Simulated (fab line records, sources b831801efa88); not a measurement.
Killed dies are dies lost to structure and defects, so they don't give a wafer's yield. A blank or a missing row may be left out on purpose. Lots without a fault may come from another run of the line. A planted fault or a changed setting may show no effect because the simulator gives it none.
Which tool did it? | flow sky130 | 12 lots, 36 wafers sampled, at 5 steps of a route of 708

WHAT THE GAUGES READ, wafer by wafer
SKY_VT_ADJUST_HVTP_TW_MEAS_11.
lot  | measured     | on            | VT_ADJUST_HVTP_TW
L823 | day 6 16:36  | film_metro-03 | 1381 1380 1381
L822 | day 6 19:59  | film_metro-04 | 1363 1356 1353
L821 | day 6 20:57  | film_metro-02 | 1355 1361 1363
L824 | day 6 21:34  | film_metro-03 | 1383 1388 1382
L827 | day 7 14:13  | film_metro-02 | 1343 1343 1339
L828 | day 7 23:52  | film_metro-02 | 1336 1342 1341
L831 | day 8 16:17  | film_metro-04 | 1362 1362 1362
L832 | day 9 00:52  | film_metro-04 | 1361 1358 1359
L833 | day 9 06:03  | film_metro-04 | 1358 1363 1356
L842 | day 11 18:20 | film_metro-04 | 1345 1358 1348
L843 | day 12 03:34 | film_metro-03 | 1366 1375 1373
L844 | day 12 11:20 | film_metro-04 | 1358 1360 1359

SKY_VT_ADJUST_NCORE_TW_MEAS_11.
lot  | measured     | on            | VT_ADJUST_NCORE_TW
L823 | day 9 07:14  | film_metro-04 | 218.4 220.7 217.5
L822 | day 9 10:40  | film_metro-01 | 223.3 221.7 221.5
L821 | day 9 11:35  | film_metro-02 | 218.2 218.9 218.1
L824 | day 9 12:42  | film_metro-02 | 217.9 218.4 218.9
L827 | day 10 06:04 | film_metro-01 | 222.7 220.9 220.2
L828 | day 10 16:56 | film_metro-02 | 214.3 215.9 215.7
L831 | day 11 11:44 | film_metro-01 | 221.4 221.6 219.4
L832 | day 11 22:02 | film_metro-01 | 220.3 221.3 220.9
L833 | day 12 02:56 | film_metro-02 | 215.7 216.7 217.5
L842 | day 14 18:39 | film_metro-02 | 217.6 217.8 218.3
L843 | day 15 05:08 | film_metro-01 | 220.9 222.0 223.0
L844 | day 15 13:53 | film_metro-01 | 221.8 221.6 220.8

SKY_SONOS_ONO_THK_MEAS_03.
lot  | measured     | on            | SONOS_ONO_CVD_02_THK (nm)
L823 | day 12 08:25 | film_metro-04 | 10.46 10.45 10.58
L822 | day 12 11:32 | film_metro-04 | 10.62 10.52 10.54
L821 | day 12 12:37 | film_metro-01 | 10.44 10.60 10.47
L824 | day 12 15:43 | film_metro-02 | 10.61 10.66 10.66
L827 | day 14 10:48 | film_metro-01 | 10.45 10.50 10.63
L828 | day 14 10:52 | film_metro-02 | 10.43 10.50 10.54
L831 | day 14 16:13 | film_metro-01 | 10.79 10.78 10.76
L832 | day 15 01:10 | film_metro-02 | 11.61 11.78 11.74 11.59 11.76 11.77
L833 | day 15 08:33 | film_metro-02 | 10.99 11.15 11.37 10.97 11.13 11.39
L842 | day 18 19:38 | film_metro-04 | 10.53 10.52 10.48
L843 | day 19 02:04 | film_metro-02 | 10.49 10.56 10.56
L844 | day 19 07:28 | film_metro-01 | 10.63 10.58 10.65

SKY_GATE_OXIDE_THK_MEAS_02.
lot  | measured     | on            | GATE_OXIDE_OXIDATION_00_THK (nm)
L823 | day 13 19:22 | film_metro-01 | 10.61 10.49 10.47
L822 | day 13 19:20 | film_metro-03 | 10.44 10.54 10.49
L821 | day 13 19:21 | film_metro-04 | 10.30 10.42 10.24
L824 | day 13 19:25 | film_metro-01 | 10.12 10.01 10.05
L827 | day 15 18:27 | film_metro-01 | 10.21 10.25 10.31
L828 | day 15 21:08 | film_metro-03 | 10.37 10.45 10.46
L831 | day 16 01:47 | film_metro-03 | 10.35 10.32 10.49
L832 | day 16 07:51 | film_metro-03 | 10.44 10.27 10.37
L833 | day 16 15:03 | film_metro-03 | 9.76 9.75 9.90
L842 | day 20 05:22 | film_metro-03 | 10.33 10.29 10.30
L843 | day 20 13:10 | film_metro-03 | 9.98 10.05 10.12
L844 | day 20 17:07 | film_metro-03 | 10.22 10.21 10.22

WHICH TOOL RAN EACH LOT (tool, then ch and the chambers of the sampled wafers, then the start)
lot  | SKY_SONOS_ONO_CVD_02
L823 | lpcvd-02 ch 0, day 12 07:20
L822 | lpcvd-02 ch 0, day 12 10:29
L821 | lpcvd-02 ch 1, day 12 11:32
L824 | lpcvd-02 ch 0, day 12 14:38
L827 | lpcvd-02 ch 1, day 14 09:45
L828 | lpcvd-02 ch 1, day 14 09:45
L831 | lpcvd-02 ch 1, day 14 15:09
L832 | lpcvd-02 ch 0, day 15 00:07
L833 | lpcvd-02 ch 0, day 15 07:29
L842 | lpcvd-02 ch 0, day 18 17:16
L843 | lpcvd-02 ch 1, day 19 01:01
L844 | lpcvd-02 ch 0, day 19 06:25
- SKY_SONOS_ONO_CVD_02: deposits Si3N4 from DCS/NH3, target thk 10.5 nm, time 180 s.

WHAT THE TOOLS THEMSELVES READ (means of the sampled wafers that have a number; where no wafer has one, the mark that the record gives instead)
SKY_SONOS_ONO_CVD_02.
lot  | tool     | spike_tc_bottom_C (C) | spike_tc_centre_C (C) | zone_power_centre_pct (%) | zone_power_lower_pct (%) | zone_power_upper_pct (%)
L823 | lpcvd-02 | 788.3                 | 770.8                 | 14.0                      | 12.92                    | 12.7
L822 | lpcvd-02 | 787.7                 | 771.2                 | 14.1                      | 12.87                    | 12.9
L821 | lpcvd-02 | 791.0                 | 769.6                 | 15.0                      | 13.17                    | 14.3
L824 | lpcvd-02 | 789.3                 | 771.7                 | 14.0                      | 12.96                    | 12.7
L827 | lpcvd-02 | 792.2                 | 769.4                 | 15.1                      | 13.36                    | 14.1
L828 | lpcvd-02 | 792.1                 | 769.2                 | 15.1                      | 13.40                    | 14.1
L831 | lpcvd-02 | 791.7                 | 769.5                 | 15.1                      | 13.46                    | 14.4
L832 | lpcvd-02 | 789.1                 | 783.9                 | 17.6                      | 11.29                    | 11.0
L833 | lpcvd-02 | 789.2                 | 783.6                 | 17.5                      | 11.30                    | 11.2
L842 | lpcvd-02 | 787.6                 | 773.2                 | 14.0                      | 12.86                    | 12.8
L843 | lpcvd-02 | 791.7                 | 769.9                 | 15.1                      | 13.44                    | 14.2
L844 | lpcvd-02 | 787.5                 | 772.4                 | 14.1                      | 12.95                    | 12.8

THE ANSWER, worked out from the rows above alone
Rule: what is usual is taken from the lots themselves. Put in order of their means at a reading, lots are off if they are a third of the lots or fewer, leave a main group of 4 or more, and stand apart from it by a gap of 3 or more times the standard deviation of the main group's means; of several such gaps the widest counts. A main group whose means are all the same, to the digits that the tables above print for the reading, isn't used. A lot without any number at a reading at which 4 lots or more have one is off too. The other lots that the step has rows for count as sound. The gauges are gone through in route order, then the tools' own readings, and for those a lot's mean is taken as printed above. The first step at which some lot is off is used, and at that step the reading that is off furthest; a lot without a number counts as furthest.
Off: L832, L833, at SKY_SONOS_ONO_THK_MEAS_03 (SONOS_ONO_CVD_02_THK). The main group: mean 10.57 nm, standard deviation 0.086.
A tool fits if, at a process step before that reading, it ran every lot that is off, and no sound lot after the first of them. The gauges at SKY_SONOS_ONO_THK_MEAS_03 aren't tried: what is off there is off at SKY_SONOS_ONO_CVD_02 too, on other tools, and a gauge's error can't cause that. None of those tried fits.

WHAT THE SIMULATOR HAD PUT IN
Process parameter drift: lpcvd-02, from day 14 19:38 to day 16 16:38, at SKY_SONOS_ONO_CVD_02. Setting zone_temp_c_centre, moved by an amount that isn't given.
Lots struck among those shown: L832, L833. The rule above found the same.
